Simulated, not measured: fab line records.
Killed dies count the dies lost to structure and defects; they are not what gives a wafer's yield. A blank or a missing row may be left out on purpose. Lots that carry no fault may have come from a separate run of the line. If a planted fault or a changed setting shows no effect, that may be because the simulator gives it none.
2 desks, one fault ; flow sky130 ; each desk has only its own numbers; what lay behind them comes last

== AT THE METROLOGY DESK ==
Lot by lot, what the gauges showed, no matter which tool ran the lot: averages of those sampled wafers that carry a number. Any lot whose mean is over 4 standard deviations away from the usual mean is out of limits and marked OUT; that distance is given in the brackets.
Columns: A = FIELD_ISO_OXIDATION_00_THK at SKY_FIELD_ISO_THK_MEAS_02, usual 12.01 nm; B = VT_ADJUST_LVTN_2_TW at SKY_VT_ADJUST_LVTN_TW_MEAS_21, usual 189.2; C = cdNm at SKY_POLY_GATE_CD_MEAS_13, usual 150.1 nm
lot;first seen here;A;B;C
L865;day 1 11:39;11.89;188.2;148.2
L866;day 1 17:06;11.82;189.4;150.8
L867;day 1 22:01;12.26;188.9;149.4
L869;day 2 09:38;11.95;188.4;151.0
L870;day 2 14:11;11.47;188.9;151.4
L872;day 2 23:40;12.22;191.0;148.4
L873;day 3 03:39;12.34;191.0;150.7
L877;day 4 01:04;11.91;141.6 (-34) OUT;149.8
L879;day 4 10:25;11.76;143.4 (-33) OUT;151.8
L885;day 5 19:38;12.07;190.2;149.0
L887;day 6 02:52;12.33;187.9;149.5
L888;day 6 07:23;12.51;187.4;151.3
This desk's result: L877, L879 out of limits, first on L877 (VT_ADJUST_LVTN_2_TW at SKY_VT_ADJUST_LVTN_TW_MEAS_21), day 11 04:22. L865, L866, L867, L869, L870, L872, L873, L885, L887, L888: within limits.

== AT THE TOOL OWNER'S DESK: implanter-03 ==
The tool's own readings at SKY_VT_ADJUST_LVTN_IMPLANT_19: means of the sampled wafers that have a number, for each lot that ran on this tool. Any lot whose mean is over 4 standard deviations away from the usual mean is out of limits and marked OUT; that distance is given in the brackets.
Columns: A = doseIonsCm2 at SKY_VT_ADJUST_LVTN_IMPLANT_19, usual 6.501e+11; B = faradayCurrentUA at SKY_VT_ADJUST_LVTN_IMPLANT_19, usual 3.66
lot;first seen here;A;B
L865;day 7 19:16;6.497e+11;3.59
L866;day 8 07:07;6.492e+11;3.67
L867;day 8 09:41;6.493e+11;3.65
L870;day 9 04:51;6.503e+11;3.63
L877;day 11 04:08;2.302e+11 (-99 or more) OUT;1.28 (-32) OUT
L879;day 11 21:23;2.324e+11 (-99 or more) OUT;1.31 (-32) OUT
L888;day 14 12:25;6.502e+11;3.57
Finding of this desk: L877, L879 out of limits; the first was L877 at day 11 04:08, on doseIonsCm2 at SKY_VT_ADJUST_LVTN_IMPLANT_19. L865, L866, L867, L870, L888: within limits.

== ALL TOGETHER ==
The tool owner's desk had the chance to raise an alarm at day 11 04:08 on L877, L879.
An alarm was possible from the metrology desk at day 11 04:22, on L877, L879.
SKY_VT_ADJUST_LVTN_IMPLANT_19 was run on implanter-03 by each of the lots named.

== WHAT HAD BEEN PUT IN BY THE SIMULATOR ==
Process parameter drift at SKY_VT_ADJUST_LVTN_IMPLANT_19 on implanter-03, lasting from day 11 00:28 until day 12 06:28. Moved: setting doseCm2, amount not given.
Lots struck among those shown: L877, L879.
Counting hours from when the fault started, the first reading out of limits came at 4 for the tool owner's desk and at 4 for the metrology desk.
